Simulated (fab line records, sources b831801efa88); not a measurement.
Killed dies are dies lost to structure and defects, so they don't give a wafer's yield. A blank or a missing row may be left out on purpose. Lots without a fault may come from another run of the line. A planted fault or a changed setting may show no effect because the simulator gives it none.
Which tool did it? | flow sky130 | 24 lots, 72 wafers sampled, at 5 steps of a route of 708

WHAT THE GAUGES READ, wafer by wafer
SKY_METAL3_CD_MEAS_13: target cd 300 nm.
lot  | measured     | on        | cd_nm (nm)
L074 | day 38 09:54 | cd_sem-02 | 300.1 299.7 299.9
L075 | day 38 16:29 | cd_sem-02 | 297.9 297.4 298.3
L076 | day 39 01:59 | cd_sem-01 | 300.0 299.7 299.4
L077 | day 39 08:10 | cd_sem-01 | 300.6 300.4 299.8
L078 | day 39 18:01 | cd_sem-02 | 303.7 301.7 301.9
L079 | day 40 07:59 | cd_sem-01 | 299.5 300.1 298.4
L080 | day 40 18:05 | cd_sem-02 | 299.1 298.7 299.7
L081 | day 40 20:31 | cd_sem-01 | 299.5 299.6 300.6
L082 | day 40 23:12 | cd_sem-02 | 296.8 297.0 297.1
L083 | day 40 23:33 | cd_sem-02 | 299.7 299.4 299.8
L084 | day 41 05:05 | cd_sem-01 | 298.5 298.2 299.4
L085 | day 41 13:17 | cd_sem-01 | 299.1 300.2 298.9
L086 | day 41 20:37 | cd_sem-01 | 298.6 298.6 298.8
L087 | day 42 02:28 | cd_sem-02 | 299.0 298.4 299.6
L088 | day 42 09:04 | cd_sem-02 | 296.9 298.1 296.6
L089 | day 42 14:40 | cd_sem-01 | 300.2 301.8 300.3
L090 | day 44 00:36 | cd_sem-01 | 301.5 301.0 302.8
L092 | day 44 02:05 | cd_sem-02 | 298.6 299.1 299.6
L091 | day 44 03:01 | cd_sem-02 | 298.2 298.8 298.7
L093 | day 44 03:10 | cd_sem-02 | 298.6 298.9 300.7
L094 | day 44 06:42 | cd_sem-01 | 301.2 301.4 300.6
L095 | day 44 11:16 | cd_sem-02 | 297.7 299.9 298.7
L096 | day 44 14:50 | cd_sem-02 | 300.6 300.7 298.4
L097 | day 44 21:16 | cd_sem-02 | 297.9 297.8 299.3

SKY_VIA3_RS_MEAS_22: measures by four-point-probe.
lot  | measured     | on            | VIA3_W_RS (ohm/sq)
L074 | day 39 13:37 | film_metro-04 | 0.296 0.286 0.299
L075 | day 39 19:26 | film_metro-01 | 0.296 0.298 0.293
L076 | day 40 05:46 | film_metro-01 | 0.286 0.292 0.292
L077 | day 40 12:16 | film_metro-01 | 0.282 0.288 0.291
L078 | day 40 21:19 | film_metro-01 | 0.296 0.287 0.295
L079 | day 41 11:07 | film_metro-04 | 0.287 0.294 0.293
L080 | day 41 21:31 | film_metro-04 | 0.292 0.280 0.294
L081 | day 41 23:11 | film_metro-02 | 0.295 0.295 0.294
L082 | day 42 02:35 | film_metro-04 | 0.294 0.293 0.296
L083 | day 42 02:40 | film_metro-01 | 0.284 0.294 0.281
L084 | day 42 07:44 | film_metro-04 | 0.292 0.292 0.289
L085 | day 42 15:25 | film_metro-04 | 0.292 0.294 0.287
L086 | day 42 22:27 | film_metro-02 | 0.296 0.293 0.295
L087 | day 43 03:45 | film_metro-02 | 0.294 0.282 0.288
L088 | day 43 10:15 | film_metro-01 | 0.294 0.295 0.292
L089 | day 43 16:21 | film_metro-01 | 0.290 0.279 0.282
L090 | day 45 01:56 | film_metro-02 | 0.282 0.292 0.292
L092 | day 45 03:25 | film_metro-01 | 0.288 0.277 0.285
L091 | day 45 03:31 | film_metro-02 | 0.295 0.295 0.296
L093 | day 45 04:13 | film_metro-01 | 0.295 0.295 0.294
L094 | day 45 06:37 | film_metro-02 | 0.292 0.291 0.283
L095 | day 45 12:24 | film_metro-02 | 0.292 0.298 0.291
L096 | day 45 15:10 | film_metro-04 | 0.291 0.290 0.282
L097 | day 45 21:08 | film_metro-02 | 0.296 0.296 0.297

SKY_METAL5_THK_MEAS_06: measures by xrf.
lot  | measured     | on            | METAL5_ALCU_THK (nm)
L074 | day 42 19:01 | film_metro-04 | 1182 1176 1163
L075 | day 43 00:43 | film_metro-04 | 1147 1144 1142
L076 | day 43 08:58 | film_metro-01 | 1196 1171 1179
L077 | day 43 16:01 | film_metro-01 | 1183 1182 1196
L078 | day 43 22:50 | film_metro-01 | 1166 1153 1148
L079 | day 44 12:56 | film_metro-04 | 1186 1182 1182
L080 | day 44 21:26 | film_metro-01 | 1185 1156 1171
L081 | day 44 23:52 | film_metro-01 | 1169 1165 1157
L082 | day 45 03:09 | film_metro-04 | 1187 1174 1166
L083 | day 45 03:45 | film_metro-03 | 1161 1152 1172
L084 | day 45 06:15 | film_metro-04 | 1170 1167 1164
L085 | day 45 14:18 | film_metro-04 | 1169 1161 1154
L086 | day 45 19:47 | film_metro-03 | 1154 1168 1156
L087 | day 46 01:30 | film_metro-03 | 1147 1158 1165
L088 | day 46 08:41 | film_metro-04 | 1164 1165 1162
L089 | day 46 13:17 | film_metro-01 | 1176 1188 1182
L090 | day 47 19:28 | film_metro-01 | 1135 1184 1165
L092 | day 47 20:16 | film_metro-01 | 1177 1170 1151
L091 | day 47 21:48 | film_metro-03 | 1176 1180 1197
L093 | day 47 22:04 | film_metro-04 | 1180 1159 1169
L094 | day 48 00:22 | film_metro-03 | 1187 1195 1187
L095 | day 48 07:14 | film_metro-01 | 1187 1207 1188
L096 | day 48 07:55 | film_metro-01 | 1184 1146 1205
L097 | day 48 13:15 | film_metro-03 | 1176 1171 1178

WHICH TOOL RAN EACH LOT (tool, then ch and the chambers of the sampled wafers, then the start)
lot  | SKY_METAL3_DESCUM_15              | SKY_METAL3_METAL_ETCH_18
L074 | rie_metal-02 ch 0,1, day 38 10:04 | rie_metal-04 ch 0, day 38 10:13
L075 | rie_metal-04 ch 0, day 38 16:37   | rie_metal-02 ch 0,1, day 38 16:46
L076 | rie_metal-01 ch 0,1, day 39 02:07 | rie_metal-02 ch 0,1, day 39 02:19
L077 | rie_metal-02 ch 0,1, day 39 08:17 | rie_metal-04 ch 0,1, day 39 08:29
L078 | rie_metal-02 ch 0,1, day 39 18:11 | rie_metal-04 ch 0,1, day 39 18:20
L079 | rie_metal-04 ch 0,1, day 40 08:08 | rie_metal-01 ch 0,1, day 40 08:17
L080 | rie_metal-01 ch 0, day 40 18:14   | rie_metal-02 ch 0,1, day 40 18:23
L081 | rie_metal-01 ch 0,1, day 40 20:38 | rie_metal-04 ch 0,1, day 40 20:50
L082 | rie_metal-04 ch 0,1, day 40 23:22 | rie_metal-02 ch 1, day 40 23:31
L083 | rie_metal-01 ch 0,1, day 40 23:43 | rie_metal-04 ch 0,1, day 40 23:52
L084 | rie_metal-04 ch 0,1, day 41 05:13 | rie_metal-02 ch 0,1, day 41 05:22
L085 | rie_metal-01 ch 0,1, day 41 13:25 | rie_metal-02 ch 0,1, day 41 13:38
L086 | rie_metal-04 ch 0,1, day 41 20:45 | rie_metal-01 ch 0,1, day 41 20:58
L087 | rie_metal-01 ch 0,1, day 42 02:38 | rie_metal-04 ch 0,1, day 42 02:47
L088 | rie_metal-02 ch 1, day 42 09:14   | rie_metal-01 ch 0,1, day 42 09:31
L089 | rie_metal-04 ch 1, day 42 14:49   | rie_metal-02 ch 1, day 42 15:06
L090 | rie_metal-01 ch 0,1, day 44 00:46 | rie_metal-02 ch 0,1, day 44 00:55
L092 | rie_metal-04 ch 0,1, day 44 02:11 | rie_metal-02 ch 0,1, day 44 02:23
L091 | rie_metal-01 ch 0,1, day 44 03:10 | rie_metal-01 ch 0,1, day 44 03:19
L093 | rie_metal-04 ch 0,1, day 44 03:19 | rie_metal-04 ch 0,1, day 44 03:28
L094 | rie_metal-04 ch 0, day 44 06:52   | rie_metal-02 ch 0, day 44 07:01
L095 | rie_metal-04 ch 0,1, day 44 11:23 | rie_metal-02 ch 0,1, day 44 11:35
L096 | rie_metal-04 ch 0,1, day 44 14:56 | rie_metal-01 ch 0,1, day 44 15:08
L097 | rie_metal-02 ch 0,1, day 44 21:25 | rie_metal-01 ch 0,1, day 44 21:34
- SKY_METAL3_DESCUM_15: chemistry O2, time 8 s.
- SKY_METAL3_METAL_ETCH_18: etches the open film in Cl2/BCl3, stops on SiO2, target depth 845 nm, time 183.1 s.

WHAT THE TOOLS THEMSELVES READ (means of the sampled wafers that have a number; where no wafer has one, the mark that the record gives instead)
SKY_METAL3_DESCUM_15.
lot  | tool         | chamber_pressure_mTorr (mTorr) | drypump_motor_current_A (A) | oes_product_au (a.u.)
L074 | rie_metal-02 | 10.002                         | 6.2                         | 0.994
L075 | rie_metal-04 | 10.000                         | 6.0                         | 0.991
L076 | rie_metal-01 | 10.003                         | 5.7                         | 1.000
L077 | rie_metal-02 | 9.996                          | 6.1                         | 0.986
L078 | rie_metal-02 | 10.001                         | 6.2                         | 0.992
L079 | rie_metal-04 | 9.996                          | 6.0                         | 0.987
L080 | rie_metal-01 | 9.995                          | 5.1                         | 1.009
L081 | rie_metal-01 | 10.008                         | 5.7                         | 0.996
L082 | rie_metal-04 | 9.995                          | 5.9                         | 0.995
L083 | rie_metal-01 | 10.001                         | 5.7                         | 0.999
L084 | rie_metal-04 | 10.000                         | 5.9                         | 0.994
L085 | rie_metal-01 | 9.996                          | 5.7                         | 1.001
L086 | rie_metal-04 | 10.008                         | 6.0                         | 0.990
L087 | rie_metal-01 | 9.991                          | 5.4                         | 0.999
L088 | rie_metal-02 | 9.993                          | 6.0                         | 0.980
L089 | rie_metal-04 | 10.004                         | 5.9                         | 0.994
L090 | rie_metal-01 | 9.990                          | 5.7                         | 0.988
L092 | rie_metal-04 | 9.995                          | 5.9                         | 0.987
L091 | rie_metal-01 | 10.010                         | 5.4                         | 0.997
L093 | rie_metal-04 | 9.995                          | 6.0                         | 0.992
L094 | rie_metal-04 | 9.998                          | 6.0                         | 0.984
L095 | rie_metal-04 | 10.007                         | 5.9                         | 0.982
L096 | rie_metal-04 | 10.005                         | 5.9                         | 0.991
L097 | rie_metal-02 | 9.995                          | 6.1                         | 0.984

SKY_METAL3_METAL_ETCH_18.
lot  | tool         | chamber_pressure_mTorr (mTorr) | drypump_motor_current_A (A) | oes_product_au (a.u.) | throttle_valve_pct (%)
L074 | rie_metal-04 | 9.998                          | 6.0                         | 0.875                 | 22.268
L075 | rie_metal-02 | 9.987                          | 6.2                         | 0.873                 | 22.271
L076 | rie_metal-02 | 10.002                         | 6.2                         | 0.876                 | 22.273
L077 | rie_metal-04 | 10.002                         | 5.9                         | 0.862                 | 22.269
L078 | rie_metal-04 | 9.997                          | 5.9                         | 0.865                 | 22.264
L079 | rie_metal-01 | 9.988                          | 5.7                         | 0.861                 | 22.259
L080 | rie_metal-02 | 10.005                         | 6.1                         | 0.868                 | 22.263
L081 | rie_metal-04 | 10.002                         | 5.9                         | 0.867                 | 22.273
L082 | rie_metal-02 | 10.003                         | 6.0                         | 0.868                 | 22.264
L083 | rie_metal-04 | 10.000                         | 5.9                         | 0.867                 | 22.265
L084 | rie_metal-02 | 9.999                          | 6.1                         | 0.865                 | 22.276
L085 | rie_metal-02 | 10.006                         | 6.2                         | 0.874                 | 22.265
L086 | rie_metal-01 | 10.004                         | 5.7                         | 0.868                 | 22.272
L087 | rie_metal-04 | 10.001                         | 5.9                         | 0.861                 | 22.258
L088 | rie_metal-01 | 9.990                          | 5.4                         | 0.868                 | 22.258
L089 | rie_metal-02 | 9.994                          | 6.0                         | 0.867                 | 22.257
L090 | rie_metal-02 | 10.002                         | 6.2                         | 0.862                 | 22.262
L092 | rie_metal-02 | 10.013                         | 6.1                         | 0.865                 | 22.266
L091 | rie_metal-01 | 10.002                         | 5.7                         | 0.868                 | 22.260
L093 | rie_metal-04 | 10.003                         | 6.0                         | 0.869                 | 22.260
L094 | rie_metal-02 | 9.999                          | 6.3                         | 0.864                 | 22.263
L095 | rie_metal-02 | 10.001                         | 6.1                         | 0.862                 | 22.259
L096 | rie_metal-01 | 10.007                         | 5.4                         | 0.870                 | 22.265
L097 | rie_metal-01 | 9.997                          | 5.4                         | 0.870                 | 22.259

THE ANSWER, worked out from the rows above alone
Rule: what is usual is taken from the lots themselves. Put in order of their means at a reading, lots are off if they are a third of the lots or fewer, leave a main group of 4 or more, and stand apart from it by a gap of 3 or more times the standard deviation of the main group's means; of several such gaps the widest counts. A main group whose means are all the same, to the digits that the tables above print for the reading, isn't used. A lot without any number at a reading at which 4 lots or more have one is off too. The other lots that the step has rows for count as sound. The gauges are gone through in route order, then the tools' own readings, and for those a lot's mean is taken as printed above. The first step at which some lot is off is used, and at that step the reading that is off furthest; a lot without a number counts as furthest.
No lot is off at any reading shown: from this, nothing can be told.

WHAT THE SIMULATOR HAD PUT IN
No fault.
